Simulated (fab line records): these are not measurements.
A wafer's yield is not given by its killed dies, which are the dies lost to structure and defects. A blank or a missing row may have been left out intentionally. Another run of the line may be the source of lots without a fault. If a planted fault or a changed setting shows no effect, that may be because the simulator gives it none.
The tool behind it: which one? :: flow gf180mcu :: 33 wafers from 11 lots sampled at 3 of the route's 602 steps

## WHAT THE GAUGES SHOWED, per wafer
GF_TOP_METAL_RS_MEAS_05: uses a four-point probe to measure. Usual: TOP_METAL_ALCU_RS typically reads 0.0327 ohm/sq, with standard deviation 0.00032.
lot: L702
measured: day 27 03:54
on: film_metro-01
TOP_METAL_ALCU_RS (ohm/sq): 0.0328 0.0330 0.0329
flag: 

lot: L704
measured: day 28 06:41
on: film_metro-02
TOP_METAL_ALCU_RS (ohm/sq): 0.0325 0.0328 0.0327
flag: 

lot: L705
measured: day 28 08:14
on: film_metro-01
TOP_METAL_ALCU_RS (ohm/sq): 0.0327 0.0328 0.0326
flag: 

lot: L706
measured: day 28 11:33
on: film_metro-01
TOP_METAL_ALCU_RS (ohm/sq): 0.0321 0.0326 0.0327
flag: 

lot: L708
measured: day 29 01:19
on: film_metro-02
TOP_METAL_ALCU_RS (ohm/sq): 0.0329 0.0326 0.0328
flag: 

lot: L714
measured: day 31 02:20
on: film_metro-03
TOP_METAL_ALCU_RS (ohm/sq): 0.0331 0.0330 0.0323
flag: 

lot: L715
measured: day 31 09:59
on: film_metro-01
TOP_METAL_ALCU_RS (ohm/sq): 0.0322 0.0330 0.0323
flag: 

lot: L718
measured: day 32 04:37
on: film_metro-03
TOP_METAL_ALCU_RS (ohm/sq): 0.0333 0.0330 0.0330
flag: 

lot: L720
measured: day 32 16:01
on: film_metro-03
TOP_METAL_ALCU_RS (ohm/sq): 0.0322 0.0328 0.0323
flag: 

lot: L723
measured: day 33 03:57
on: film_metro-03
TOP_METAL_ALCU_RS (ohm/sq): 0.0334 0.0333 0.0332
flag: 

lot: L724
measured: day 33 10:15
on: film_metro-03
TOP_METAL_ALCU_RS (ohm/sq): 0.0329 0.0324 0.0329
flag: 

## WHICH TOOL RAN EACH LOT (tool, then ch and the chambers of the sampled wafers, then the start)
lot: L702
GF_MIM_STRIP_20: plasma_asher-02 ch 0,1, day 25 05:52
GF_M5_METAL_ETCH_10: rie_metal-01 ch 0,1, day 26 03:44

lot: L704
GF_MIM_STRIP_20: plasma_asher-02 ch 0,1, day 26 11:07
GF_M5_METAL_ETCH_10: rie_metal-02 ch 0, day 27 07:55

lot: L705
GF_MIM_STRIP_20: plasma_asher-03 ch 0, day 26 11:53
GF_M5_METAL_ETCH_10: rie_metal-01 ch 0, day 27 09:13

lot: L706
GF_MIM_STRIP_20: plasma_asher-03 ch 0,1, day 26 15:25
GF_M5_METAL_ETCH_10: rie_metal-02 ch 0, day 27 12:24

lot: L708
GF_MIM_STRIP_20: plasma_asher-02 ch 0,1, day 27 06:41
GF_M5_METAL_ETCH_10: rie_metal-02 ch 0,1, day 28 02:32

lot: L714
GF_MIM_STRIP_20: plasma_asher-03 ch 1, day 29 10:20
GF_M5_METAL_ETCH_10: rie_metal-02 ch 0,1, day 30 04:50

lot: L715
GF_MIM_STRIP_20: plasma_asher-01 ch 0,1, day 29 17:45
GF_M5_METAL_ETCH_10: rie_metal-03 ch 0,1, day 30 13:25

lot: L718
GF_MIM_STRIP_20: plasma_asher-01 ch 0,1, day 30 14:31
GF_M5_METAL_ETCH_10: rie_metal-03 ch 0,1, day 31 08:44

lot: L720
GF_MIM_STRIP_20: plasma_asher-02 ch 0,1, day 31 00:13
GF_M5_METAL_ETCH_10: rie_metal-02 ch 0,1, day 31 18:20

lot: L723
GF_MIM_STRIP_20: plasma_asher-01 ch 0,1, day 31 14:37
GF_M5_METAL_ETCH_10: rie_metal-01 ch 0,1, day 32 08:13

lot: L724
GF_MIM_STRIP_20: plasma_asher-01 ch 0,1, day 31 21:25
GF_M5_METAL_ETCH_10: rie_metal-03 ch 0,1, day 32 15:02
- GF_MIM_STRIP_20: strips in O2/N2.
- GF_M5_METAL_ETCH_10: etches the open film in Cl2/BCl3, stops on SiO2, target depth 750.8 nm, time 125.1 s.

## WHAT THE TOOLS THEMSELVES READ (means of the sampled wafers that have a number; where no wafer has one, the mark that the record gives instead)
GF_MIM_STRIP_20. Usual: drypump_motor_current_A 5.6 A, standard deviation 0.33; heater_power_w 330 W, standard deviation 27; oes_product_au 0.692 a.u., standard deviation 0.0049; strip_time_to_endpoint_s 11.22 s, standard deviation 0.038.
lot: L702
tool: plasma_asher-02
drypump_motor_current_A (A): 5.3
heater_power_w (W): 313
oes_product_au (a.u.): 0.693
strip_time_to_endpoint_s (s): 11.20
flag: 

lot: L704
tool: plasma_asher-02
drypump_motor_current_A (A): 5.3
heater_power_w (W): 306
oes_product_au (a.u.): 0.696
strip_time_to_endpoint_s (s): 11.23
flag: 

lot: L705
tool: plasma_asher-03
drypump_motor_current_A (A): 6.1
heater_power_w (W): 360
oes_product_au (a.u.): 0.692
strip_time_to_endpoint_s (s): 11.24
flag: 

lot: L706
tool: plasma_asher-03
drypump_motor_current_A (A): 5.6
heater_power_w (W): 341
oes_product_au (a.u.): 0.694
strip_time_to_endpoint_s (s): 11.29
flag: 

lot: L708
tool: plasma_asher-02
drypump_motor_current_A (A): 5.3
heater_power_w (W): 298
oes_product_au (a.u.): 0.697
strip_time_to_endpoint_s (s): 11.25
flag: 

lot: L714
tool: plasma_asher-03
drypump_motor_current_A (A): 5.3
heater_power_w (W): 337
oes_product_au (a.u.): 0.691
strip_time_to_endpoint_s (s): 11.19
flag: 

lot: L715
tool: plasma_asher-01
drypump_motor_current_A (A): 5.8
heater_power_w (W): 322
oes_product_au (a.u.): 0.691
strip_time_to_endpoint_s (s): 11.21
flag: 

lot: L718
tool: plasma_asher-01
drypump_motor_current_A (A): 5.8
heater_power_w (W): 344
oes_product_au (a.u.): 0.692
strip_time_to_endpoint_s (s): 11.23
flag: 

lot: L720
tool: plasma_asher-02
drypump_motor_current_A (A): 5.3
heater_power_w (W): 297
oes_product_au (a.u.): 0.695
strip_time_to_endpoint_s (s): 11.29
flag: 

lot: L723
tool: plasma_asher-01
drypump_motor_current_A (A): 5.8
heater_power_w (W): 345
oes_product_au (a.u.): 0.690
strip_time_to_endpoint_s (s): 11.19
flag: 

lot: L724
tool: plasma_asher-01
drypump_motor_current_A (A): 5.8
heater_power_w (W): 324
oes_product_au (a.u.): 0.689
strip_time_to_endpoint_s (s): 11.20
flag: 

GF_M5_METAL_ETCH_10. Usual: bias_w 140.0 W, standard deviation 0.38; drypump_motor_current_A 6.0 A, standard deviation 0.4; he_backside_leak_sccm 3.3 sccm, standard deviation 0.32; oes_product_au 0.988 a.u., standard deviation 0.0057; throttle_valve_pct 28.231 %, standard deviation 0.011.
lot: L702
tool: rie_metal-01
bias_w (W): 140.4
drypump_motor_current_A (A): 5.9
he_backside_leak_sccm (sccm): 3.2
oes_product_au (a.u.): 0.984
throttle_valve_pct (%): 28.225
flag: 

lot: L704
tool: rie_metal-02
bias_w (W): 140.0
drypump_motor_current_A (A): 5.9
he_backside_leak_sccm (sccm): 3.6
oes_product_au (a.u.): 0.988
throttle_valve_pct (%): 28.222
flag: 

lot: L705
tool: rie_metal-01
bias_w (W): 140.4
drypump_motor_current_A (A): 5.9
he_backside_leak_sccm (sccm): 3.4
oes_product_au (a.u.): 0.994
throttle_valve_pct (%): 28.237
flag: 

lot: L706
tool: rie_metal-02
bias_w (W): 140.1
drypump_motor_current_A (A): 6.0
he_backside_leak_sccm (sccm): 3.4
oes_product_au (a.u.): 0.993
throttle_valve_pct (%): 28.226
flag: 

lot: L708
tool: rie_metal-02
bias_w (W): 140.0
drypump_motor_current_A (A): 6.2
he_backside_leak_sccm (sccm): 3.6
oes_product_au (a.u.): 0.991
throttle_valve_pct (%): 28.225
flag: 

lot: L714
tool: rie_metal-02
bias_w (W): 140.0
drypump_motor_current_A (A): 6.3
he_backside_leak_sccm (sccm): 3.5
oes_product_au (a.u.): 0.990
throttle_valve_pct (%): 28.228
flag: 

lot: L715
tool: rie_metal-03
bias_w (W): 139.6
drypump_motor_current_A (A): 6.1
he_backside_leak_sccm (sccm): 3.1
oes_product_au (a.u.): 0.990
throttle_valve_pct (%): 28.234
flag: 

lot: L718
tool: rie_metal-03
bias_w (W): 140.2
drypump_motor_current_A (A): 5.7
he_backside_leak_sccm (sccm): 3.1
oes_product_au (a.u.): 0.988
throttle_valve_pct (%): 28.219
flag: 

lot: L720
tool: rie_metal-02
bias_w (W): 139.7
drypump_motor_current_A (A): 6.3
he_backside_leak_sccm (sccm): 3.4
oes_product_au (a.u.): 0.988
throttle_valve_pct (%): 28.234
flag: 

lot: L723
tool: rie_metal-01
bias_w (W): 139.9
drypump_motor_current_A (A): 5.9
he_backside_leak_sccm (sccm): 3.1
oes_product_au (a.u.): 0.989
throttle_valve_pct (%): 28.233
flag: 

lot: L724
tool: rie_metal-03
bias_w (W): 139.9
drypump_motor_current_A (A): 5.7
he_backside_leak_sccm (sccm): 3.2
oes_product_au (a.u.): 0.985
throttle_valve_pct (%): 28.238
flag: 

## THE ANSWER, worked out from the rows above alone
Rule: lot off if the mean of its wafers having a number is beyond 3 standard deviations from the usual mean. A lot without any number at a reading at which 4 lots or more have one is off too. Any other lot the step has rows for is counted as sound. Order of review: gauges by route order, followed by the tools' own readings, for which a lot's mean as printed above is used. The first step at which some lot is off is used, and at that step the reading that is off furthest; a lot without a number counts as furthest.
Nothing can be told from this: no lot is off at any reading shown.

## WHAT WAS PUT IN BY THE SIMULATOR
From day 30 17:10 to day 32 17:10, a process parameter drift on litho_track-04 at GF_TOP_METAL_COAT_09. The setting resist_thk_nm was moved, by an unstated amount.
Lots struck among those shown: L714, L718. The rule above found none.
